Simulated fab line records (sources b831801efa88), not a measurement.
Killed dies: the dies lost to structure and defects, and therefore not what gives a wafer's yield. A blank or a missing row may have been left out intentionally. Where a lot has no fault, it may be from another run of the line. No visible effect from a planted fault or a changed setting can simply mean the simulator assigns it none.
fab line records | flow sky130
[record] lots = 12 wafers = 36 last-day = 50
route steps=708 shown SONOS_ONO@185 LDD_LDN@300 SD_N@350 METAL1@440
lots that met no fault: from a run of the same line without faults
start-h: hours from the record's first day to the start of the lot's first wafer shown | wait-h: how many hours have passed since the lot's step before this one | " identical to the entry in the row above | L1.1+2: several wafers, shown together as one row | - no value, or no start given | * or withheld: withheld | < > ~ a bound
route shown NAME@n: NAME is a module with steps in the file, n the number in the route of the first one | usual: mean/standard deviation taken from wafers without a fault | same: alike in all rows | chamber/n: place in a boat | sites: the reading at each site | _std_site: standard deviation of those values | _edge_site: inner sites' mean taken away from outer sites' mean | radius-mm: how far each site lies from the wafer's centre | mask NAME#n: copy n | behind: the tool/chamber that last shaped the wafer | hold: why the lot was held/for how many hours/how that ended | device: transistor that didn't switch, given as n, p or np | end of line: tests of these same wafers at the route's end | where a step has no rows: the recipe by itself | killed: at the first sort, the dies lost to defects and structure; wafer yield is something else | map: a wafer's dies, marking killed ones x, the rest . and places with no die _
set.NAME: setting as actually run; set.NAME@STEP: the setting as run at that earlier step | model.NAME: the simulator's own value behind a step, which no gauge read
one table for each step of the route and one row for each wafer, over a sample of lots
services: a tool's chamber out of use, with start hour (start-h, from the record's first day; less than 0 if before it), hours out, and reason
[[steps]]
[step SKY_SONOS_ONO_STRIP_17]
[recipe] chemistry = O2/N2 power-w = 1400 pressure-mtorr = 1500 platen-temp-c = withheld o2-flow-sccm = 3000 n2-flow-sccm = 300 overash-fraction = 0.5
[usual] drypump-motor-current-A = 5.5/0.32 o2-flow-sccm = 3002/10 oes-product-au = 0.710/0.005 strip-time-to-endpoint-s = 14.13/0.041
// columns lot.wafer tool chamber start-h wait-h drypump-motor-current-A o2-flow-sccm oes-product-au rf-hours-counter-h strip-time-to-endpoint-s
L734.3 plasma-asher-01 1 276.70 0.0 4.9 3006 0.721 - 14.11
L734.4 " 0 " " 5.4 3002 0.704 - 14.11
L734.5 " 0 " " 5.4 3024 0.708 - 14.12
L736.1 plasma-asher-03 1 303.97 0.0 5.7 2979 0.716 18 14.12
L736.2 " 0 " " 5.6 3018 0.713 18 14.14
L736.3 " 0 " " 5.6 3005 0.713 - 14.12
L739.4 plasma-asher-01 0 323.10 0.0 5.4 3013 0.703 - 14.09
L739.5 " 0 " " 5.4 3004 0.714 - 14.13
L739.6 " 1 " " 4.9 2997 0.711 - 14.15
L738.2 plasma-asher-01 0 323.66 0.0 5.4 2996 0.711 51 14.06
L738.3 " 0 " " 5.4 3005 0.707 - 14.01
L738.4 " 1 " " 4.9 3002 0.710 - 14.08
L742.3 plasma-asher-02 0 348.04 0.0 6.0 3005 0.709 - 14.14
L742.5 " 1 " " 5.3 3003 0.706 - 14.18
L742.6 " 0 " " 6.1 2989 0.703 - 14.15
L743.3 plasma-asher-01 1 356.33 0.0 4.9 3006 0.714 - 14.13
L743.5 " 1 " " 4.9 3009 0.708 - 14.21
L743.6 " 0 " " 5.4 3004 0.707 - 14.20
L745.2 plasma-asher-03 0 374.16 0.0 5.6 2999 0.712 24 14.10
L745.3 " 1 " " 5.7 3010 0.710 - 14.16
L745.6 " 0 " " 5.6 3001 0.704 - 14.07
L749.3 plasma-asher-02 0 402.03 0.0 6.0 3005 0.714 - 14.20
L749.5 " 0 " " 6.0 3006 0.701 - 14.18
L749.6 " 1 " " 5.3 2996 0.712 - 14.15
L754.2 plasma-asher-03 0 444.05 0.0 5.6 3018 0.700 31 14.10
L754.5 " 0 " " 5.6 3007 0.706 - 14.11
L754.6 " 1 " " 5.7 2998 0.712 - 14.13
L755.2 plasma-asher-03 0 450.17 0.0 5.6 3000 0.721 32 14.13
L755.5 " 1 " " 5.7 2994 0.709 - 14.14
L755.6 " 0 " " 5.6 2995 0.705 - 14.12
L756.1 plasma-asher-01 0 462.67 0.0 5.4 2996 0.711 65 14.13
L756.2 " 1 " " 4.9 3009 0.702 65 14.19
L756.6 " 1 " " 4.9 3000 0.714 - 14.17
L757.1 plasma-asher-01 1 473.08 0.0 4.9 3009 0.714 66 14.10
L757.5 " 1 " " 4.9 3019 0.711 - 14.10
L757.6 " 0 " " 5.4 3013 0.712 - 14.10
[step SKY_LDD_LDN_IMPLANT_11]
[recipe] species = As energy-kev = 15 dose-cm2 = 1.25e+13 tilt-deg = withheld rotation-deg = 293
[usual] dose-ions-cm2 = 1.2501e+13/1.2e+10 end-station-pressure-torr = 5.07e-06/2.7e-07 faraday-current-uA = 70.5/1.5
// columns lot.wafer tool chamber start-h wait-h dose-ions-cm2 end-station-pressure-torr faraday-current-uA
L734.3 implanter-02 0 521.15 0.1 1.2503e+13 5.5e-06 70.7
L734.4 " 0 " " 1.2508e+13 5.17e-06 70.5
L734.5 " 0 " " 1.251e+13 5.68e-06 70.1
L736.1 implanter-02 0 555.80 0.1 1.2497e+13 5.62e-06 69.2
L736.2 " 0 " " 1.2484e+13 5.16e-06 70.9
L736.3 " 0 " " 1.2478e+13 5.2e-06 71.1
L739.4 implanter-01 0 572.69 0.1 1.2498e+13 5.14e-06 72.3
L739.5 " 0 " " 1.2512e+13 4.69e-06 69.8
L739.6 " 0 " " 1.2507e+13 4.76e-06 71.4
L738.2 implanter-01 0 577.06 0.1 1.2505e+13 5.55e-06 70.7
L738.3 " 0 " " 1.2488e+13 4.75e-06 72.9
L738.4 " 0 " " 1.2513e+13 5.08e-06 71.7
L742.3 implanter-03 0 602.62 0.1 1.2483e+13 5.79e-06 70.2
L742.5 " 0 " " 1.2469e+13 5.49e-06 73.5
L742.6 " 0 " " 1.2495e+13 5.38e-06 70.7
L743.3 implanter-01 0 607.69 0.1 8.876e+12 4.62e-06 50.4
L743.5 " 0 " " 8.847e+12 5.02e-06 50.2
L743.6 " 0 " " 8.857e+12 5.42e-06 51.4
L745.2 implanter-01 0 625.87 0.1 8.852e+12 4.81e-06 50.7
L745.3 " 0 " " 8.855e+12 4.76e-06 49.6
L745.6 " 0 " " 8.88e+12 5.05e-06 50.6
L749.3 implanter-03 0 654.19 0.1 1.2487e+13 5.11e-06 70.2
L749.5 " 0 " " 1.2515e+13 5.39e-06 68.6
L749.6 " 0 " " 1.2514e+13 5.21e-06 72.2
L754.2 implanter-03 0 691.36 0.1 1.252e+13 5.31e-06 67.2
L754.5 " 0 " " 1.2499e+13 5.17e-06 70.0
L754.6 " 0 " " 1.2498e+13 5.32e-06 69.5
L755.2 implanter-03 0 697.97 0.1 1.252e+13 5.23e-06 71.4
L755.5 " 0 " " 1.2482e+13 4.78e-06 70.8
L755.6 " 0 " " 1.2494e+13 4.84e-06 70.5
L756.1 implanter-01 0 708.22 0.1 1.2497e+13 5.35e-06 66.9
L756.2 " 0 " " 1.2523e+13 5.27e-06 70.2
L756.6 " 0 " " 1.2503e+13 4.48e-06 68.9
L757.1 implanter-01 0 718.40 0.1 1.2505e+13 4.84e-06 69.9
L757.5 " 0 " " 1.25e+13 5.11e-06 71.2
L757.6 " 0 " " 1.2517e+13 5.24e-06 70.6
[step SKY_SD_N_OVL_MEAS_08]
[usual] SD_N_OVL = 1.6/1
// columns lot.wafer tool chamber start-h wait-h SD_N_OVL[nm]
L734.3 overlay-02 - 641.15 0.1 0.6
L734.4 " - " " 1.0
L734.5 " - " " 1.2
L736.1 overlay-01 - 675.82 0.1 0.4
L736.2 " - " " 0.4
L736.3 " - " " 1.0
L739.4 overlay-01 - 690.45 0.1 1.4
L739.5 " - " " 0.2
L739.6 " - " " 0.1
L738.2 overlay-01 - 695.71 0.1 1.0
L738.3 " - " " 1.6
L738.4 " - " " 0.7
L742.3 overlay-02 - 718.26 0.1 -0.1
L742.5 " - " " 0.7
L742.6 " - " " 0.7
L743.3 overlay-01 - 723.85 0.1 1.9
L743.5 " - " " 0.7
L743.6 " - " " 1.8
L745.2 overlay-01 - 739.58 0.1 0.9
L745.3 " - " " 1.5
L745.6 " - " " 0.4
L749.3 overlay-01 - 767.75 0.1 1.5
L749.5 " - " " 1.0
L749.6 " - " " 3.0
L754.2 overlay-02 - 804.94 0.1 2.0
L754.5 " - " " 4.0
L754.6 " - " " 2.7
L755.2 overlay-01 - 807.88 0.1 1.3
L755.5 " - " " 1.9
L755.6 " - " " 0.6
L756.1 overlay-01 - 817.22 0.1 1.3
L756.2 " - " " 0.9
L756.6 " - " " 1.4
L757.1 overlay-01 - 826.68 0.1 2.9
L757.5 " - " " 1.4
L757.6 " - " " 1.9
[step SKY_METAL1_THK_MEAS_06]
[recipe] thk-meas-gauge = xrf reads = AlCu_of_METAL1_SPUTTER_02
[usual] METAL1_ALCU_THK = 254.0/2.3
// columns lot.wafer tool chamber start-h wait-h METAL1_ALCU_THK[nm]
L734.3 film-metro-02 - 732.06 0.1 252.5
L734.4 " - " " 253.2
L734.5 " - " " 253.8
L736.1 film-metro-02 - 765.74 0.1 253.6
L736.2 " - " " 254.9
L736.3 " - " " 252.6
L739.4 film-metro-04 - 779.15 0.1 251.8
L739.5 " - " " 251.5
L739.6 " - " " 251.8
L738.2 film-metro-04 - 785.70 0.1 254.7
L738.3 " - " " 256.5
L738.4 " - " " 252.7
L742.3 film-metro-04 - 804.78 0.1 249.2
L742.5 " - " " 252.9
L742.6 " - " " 249.1
L743.3 film-metro-02 - 806.41 0.1 255.6
L743.5 " - " " 254.8
L743.6 " - " " 254.3
L745.2 film-metro-04 - 826.41 0.1 258.0
L745.3 " - " " 256.8
L745.6 " - " " 258.1
L749.3 film-metro-02 - 852.16 0.1 254.4
L749.5 " - " " 254.3
L749.6 " - " " 256.1
L754.2 film-metro-04 - 890.42 0.1 253.4
L754.5 " - " " 252.8
L754.6 " - " " 252.4
L755.2 film-metro-02 - 891.97 0.1 254.3
L755.5 " - " " 255.7
L755.6 " - " " 256.0
L756.1 film-metro-02 - 900.39 0.1 250.9
L756.2 " - " " 248.3
L756.6 " - " " 251.0
L757.1 film-metro-01 - 910.07 0.1 248.1
L757.5 " - " " 251.9
L757.6 " - " " 252.8
[[services]]
// columns tool chamber start-h hours kind
implanter-02 - 314.58 4.9 pm
implanter-02 - 320.68 2.8 repair
plasma-asher-03 - 322.17 3.6 repair
implanter-01 - 326.69 5.9 pm
plasma-asher-03 - 340.89 4.2 repair
implanter-01 - 378.93 3.9 pm
plasma-asher-01 - 408.61 0.6 repair
plasma-asher-02 - 421.25 9.0 pm
plasma-asher-02 0 421.25 9.0 vent-cycle
implanter-03 - 448.23 2.5 repair
implanter-03 - 489.25 5.9 repair
implanter-02 - 529.13 3.2 pm
implanter-03 - 539.53 0.6 repair
implanter-01 - 598.18 2.0 repair
plasma-asher-01 - 598.80 4.2 repair
plasma-asher-01 - 629.78 0.9 repair
plasma-asher-03 - 664.83 2.4 repair
plasma-asher-02 - 664.91 2.8 pm
implanter-01 - 693.40 2.8 repair
implanter-02 - 697.34 4.4 repair
implanter-02 - 698.59 0.9 repair
plasma-asher-01 - 705.47 2.8 pm
plasma-asher-03 - 711.42 1.4 repair
plasma-asher-01 - 718.46 6.4 repair
[[key]]
[first-sign] step = SKY_LDD_LDN_IMPLANT_11 reading = dose-ions-cm2 direction = down sigmas = 99+ usual = * struck = *
[effect] step = SKY_LDD_LDN_IMPLANT_11 reading = faraday-current-uA direction = down sigmas = 13 usual = 70.5 struck = 50.5
met-at SKY_LDD_LDN_IMPLANT_11
struck-lots L743,L745
tester-left-out L743,L745
not-acting-at SKY_SONOS_ONO_STRIP_17,SKY_SD_N_OVL_MEAS_08,SKY_METAL1_THK_MEAS_06
onset-between 577.06 607.69
[fault] kind = process-parameter-drift tool = implanter-01 chamber = - onset-h = 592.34 steps = SKY_LDD_LDN_IMPLANT_11 channel = dose-cm2 offset = * shape = step end-h = 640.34 acts-in = * stated = *
// tester-left-out: of these lots the tester's yield and bins aren't shown, on N5 and GAA mostly nor the transistor test; their killed dies are dies lost to structure and defects alone, not to doping, threshold or leakage, so they don't give the yield
